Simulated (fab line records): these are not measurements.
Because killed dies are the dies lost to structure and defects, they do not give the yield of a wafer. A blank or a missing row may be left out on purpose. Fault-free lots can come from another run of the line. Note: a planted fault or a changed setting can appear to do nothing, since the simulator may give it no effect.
Matching of chambers	flow gf180mcu	cmp-02 running GF_V3_CMP_04: 4 sister chambers
The step polishes SiO2. 14 wafers are shown with their chamber, then 7 later ones without.

== WAFERS PAIRED WITH THEIR CHAMBERS ==
wafer	chamber	motorCurrentA (A)	timeToEndpointS (s)
L742.1	3	12.5	74
L742.3	2	14.2	73
L742.5	2	14.5	79
L745.1	1	10.1	89
L745.2	2	13.9	79
L745.4	0	10.9	91
L749.3	3	13.7	91
L749.4	2	13.9	82
L749.6	3	12.6	93
L750.1	3	12.6	79
L750.4	2	13.6	84
L750.6	0	11.4	79
L751.2	1	9.6	81
L751.3	2	13.6	81

SIGNATURES (means of the wafers above)
reading	chamber 0	chamber 1	chamber 2	chamber 3	scatter within a chamber
motorCurrentA	11.150	9.850	13.950	12.850	0.428
timeToEndpointS	85.00	85.00	79.67	84.25	6.56
Rule: a wafer's distance from a chamber is the root of the sum, over the readings, of the square of ((its reading less the chamber's mean) divided by the reading's scatter). The wafer belongs to the nearest chamber; if the next one is less than 2 further off, it can't be placed. The scatter: take each reading less its chamber's mean, square it, sum over the shown wafers, divide by the number of wafers less the number of chambers, and take the root.

== WAFERS WITH NO CHAMBER GIVEN ==
wafer	motorCurrentA (A)	timeToEndpointS (s)
L751.4	12.7	80
L761.3	9.6	84
L761.5	10.0	92
L761.6	14.0	82
L760.2	9.8	87
L760.5	10.9	86
L760.6	9.7	84

== WHICH CHAMBER EACH ONE RAN IN ==
wafer	from the rows above	in truth
L751.4	3	3
L761.3	1	1
L761.5	can't be placed: 1 or 0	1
L761.6	2	2
L760.2	1	1
L760.5	can't be placed: 0 or 1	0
L760.6	1	1
Placed correctly: 5 of 7. Unplaceable from these rows: 2, with the true chamber sitting among the candidates in 2. 0 placed wrongly.
